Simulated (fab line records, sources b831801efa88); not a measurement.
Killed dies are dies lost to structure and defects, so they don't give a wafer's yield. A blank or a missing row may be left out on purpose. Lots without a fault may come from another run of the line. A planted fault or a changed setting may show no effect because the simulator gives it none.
A struck lot beside a sound one | flow sky130 | 30 steps out of a route of 708
Sound: wafers L192.3, L192.5, L192.6. Struck: wafers L202.1, L202.2, L202.6. The cause comes at the end.
At each step with rows: each side's tool, then ch and its chambers, then its first start. Under that, the readings that differ: sound wafers | struck wafers | difference of the means | sigmas: that difference in standard deviations of wafers without a fault.
alike: readings whose means differ by less than 2 such deviations, and words and numbers that are the same on both sides. not compared: withheld readings, readings that some wafer has no value for, bounds like >300 that may hide the same value, and numbers for which the record gives no deviation and whose values overlap.
The two part at a step that has a row with sigmas, a row that says differs or no value, or rows on one side only. Numbers that don't overlap but have no deviation are shown without sigmas and don't part them. A reading that every wafer of one side lacks parts them only if that side has two wafers or more.

first, 5 steps without rows for these wafers: SKY_SONOS_ONO_COAT_08 (resist thk 1140 nm); SKY_SONOS_ONO_SOFTBAKE_09 (time 60 s); SKY_SONOS_ONO_EXPOSE_10 (exposes mask ONOM, target cd 410 nm); SKY_SONOS_ONO_PEB_11; SKY_SONOS_ONO_DEVELOP_12 (develop time 60 s).
SKY_SONOS_ONO_CD_MEAS_13: target cd 410 nm.
  sound on cd_sem-02, day 13 09:23; struck on cd_sem-01, day 16 10:09
  alike: cd_nm
SKY_SONOS_ONO_OVL_MEAS_14:
  sound on overlay-02, day 13 09:29; struck on overlay-01, day 16 10:16
  alike: SONOS_ONO_OVL
SKY_SONOS_ONO_ETCH_15: etches the open film in CHF3/O2, target depth 19.52 nm, time 7.8 s.
  sound on rie_diel-02 ch 0,2,3, day 13 09:31; struck on rie_diel-04 ch 0,3, day 16 10:18
  alike: drypump_motor_current_A, oes_product_au, throttle_valve_pct
  not compared: rf_hours_counter_h
then, 1 step without rows for these wafers: SKY_SONOS_ONO_WET_ETCH_16 (etches SiO2 in dHF, target depth 14 nm, time 280 s).
SKY_SONOS_ONO_STRIP_17: strips in O2/N2.
  sound on plasma_asher-01 ch 0,1, day 13 09:40; struck on plasma_asher-01 ch 0,1, day 16 10:25
  alike: drypump_motor_current_A, oes_product_au, strip_time_to_endpoint_s
  not compared: rf_hours_counter_h
then, 2 steps without rows for these wafers: SKY_SONOS_ONO_WET_ETCH_18 (etches Si3N4 in H3PO4, target depth 15 nm, time 172 s); SKY_GATE_OXIDE_CLEAN_00 (cleans in SC1/SC2, time 150 s).
SKY_GATE_OXIDE_OXIDATION_01: stabilise 600 s, purge 300 s, target thk 10.268 nm.
  sound on furnace-01 ch 0, day 13 11:05; struck on furnace-01 ch 0, day 16 16:59
  reading                                           | sound             | struck               | difference | sigmas
  ox_time_s (s)                                     | 1473 1473 1473    | 1296.2 1296.2 1296.2 | -176.8     |
  model.SiO2_of_GATE_OXIDE_OXIDATION_01.thk_nm (nm) | 10.52 10.38 10.43 | 9.436 9.068 9.245    | -1.194     |
  alike: ox_temp_c_max, spike_tc_bottom_C, zone_power_top_pct
SKY_GATE_OXIDE_THK_MEAS_02:
  sound on film_metro-03, day 13 12:31; struck on film_metro-04, day 16 18:23
  reading                          | sound             | struck         | difference | sigmas
  GATE_OXIDE_OXIDATION_00_THK (nm) | 10.55 10.37 10.38 | 9.43 9.06 9.24 | -1.19      | -6
then, 7 steps without rows for these wafers: SKY_GATE_OXIDE_DEHYDRATE_03 (time 60 s); SKY_GATE_OXIDE_HMDS_04 (prime time 60 s); SKY_GATE_OXIDE_COAT_05 (resist thk 1140 nm); SKY_GATE_OXIDE_SOFTBAKE_06 (time 60 s); SKY_GATE_OXIDE_EXPOSE_07 (exposes mask LVOM, target cd 600 nm); SKY_GATE_OXIDE_PEB_08; SKY_GATE_OXIDE_DEVELOP_09 (develop time 60 s).
SKY_GATE_OXIDE_OVL_MEAS_10:
  sound on overlay-01, day 14 14:05; struck on overlay-02, day 17 21:47
  alike: GATE_OXIDE_OVL
then, 2 steps without rows for these wafers: SKY_GATE_OXIDE_IMPLANT_11; SKY_GATE_OXIDE_WET_ETCH_12 (etches SiO2 in dHF, target depth 16.8 nm, time 336 s).
SKY_GATE_OXIDE_STRIP_13: strips in O2/N2.
  sound on plasma_asher-02 ch 0,1, day 14 14:25; struck on plasma_asher-04 ch 0,1, day 17 22:04
  alike: drypump_motor_current_A, oes_product_au, strip_time_to_endpoint_s
  not compared: rf_hours_counter_h
SKY_GATE_OXIDE_TW_MEAS_14:
  sound on film_metro-03, day 14 14:31; struck on film_metro-04, day 17 22:10
  alike: GATE_OXIDE_TW
then, 1 step without rows for these wafers: SKY_GATE_OXIDE_CLEAN_15 (cleans in SC1/SC2, time 150 s).
SKY_GATE_OXIDE_OXIDATION_16: stabilise 600 s, purge 300 s, target thk 3.57 nm.
  sound on furnace-01 ch 0, day 14 16:37; struck on furnace-01 ch 0, day 18 05:11
  reading                                           | sound            | struck           | difference | sigmas
  model.SiO2_of_GATE_OXIDE_OXIDATION_01.thk_nm (nm) | 11.9 11.76 11.77 | 10.89 10.51 10.7 | -1.11      |
  alike: ox_temp_c_max, ox_time_s, spike_tc_bottom_C, zone_power_top_pct
then, 1 step without rows for these wafers: SKY_POLY_GATE_CVD_00 (deposits poly-Si, target thk 180 nm, time 720 s).
-- the record jumps here: 31 days lie between the struck wafers' starts before and after (it left off in module POLY_GATE and takes up again in module PAD_OPEN, whose first step shown is number 708 of the route) --
SKY_PAD_OPEN_PROBE_99:
  sound on prober-02, day 46 08:05; struck on prober-02, day 49 11:55
  reading                                | sound                         | struck                        | difference | sigmas
  model.etest.nfet_16v.r_on_ohm_um       | 1.419e+04 1.404e+04 1.413e+04 | 1.344e+04 1.327e+04 1.347e+04 | -7.267e+02 |
  model.etest.pfet_g5v0d10v5.r_on_ohm_um | 4832 4758 4761                | 4608 4531 4553                | -220       |
  model.etest.tip_sonos.rs_ohm_sq        | 2661 2655 2656                | 2522 2420 2474                | -185       |
  model.etest.nfet_g5v0d10v5.r_on_ohm_um | 1925 1862 1897                | 1795 1769 1785                | -112       |
  model.etest.nfet_g5v0d10v5.drive_ua_um | 596.9 606.4 603.4             | 645.5 669.8 655.4             | +54.7      |
  model.etest.nfet_05v0_nvt.drive_ua_um  | 566.5 576.7 576.6             | 612.6 631.7 621.5             | +48.7      |
  model.etest.pfet_g5v0d10v5.drive_ua_um | 337 339.2 338.4               | 357.5 365.5 358.6             | +22.3      |
  model.etest.nfet_16v.drive_ua_um       | 219.2 219.6 219.2             | 241.4 250.3 243.1             | +25.6      |
  alike: killed_at_M0_to_M3, killed_at_M4_up, killed_at_contacts, killed_at_front_end, killed_at_other, killed_dies, killed_open, killed_short

WHERE THEY PART
Only at SKY_GATE_OXIDE_THK_MEAS_02, within this record. Later steps at which nothing parts them and some readings are alike: SKY_GATE_OXIDE_OVL_MEAS_10, SKY_GATE_OXIDE_STRIP_13, SKY_GATE_OXIDE_TW_MEAS_14, SKY_GATE_OXIDE_OXIDATION_16, SKY_PAD_OPEN_PROBE_99.

WHY: what the simulator had put in
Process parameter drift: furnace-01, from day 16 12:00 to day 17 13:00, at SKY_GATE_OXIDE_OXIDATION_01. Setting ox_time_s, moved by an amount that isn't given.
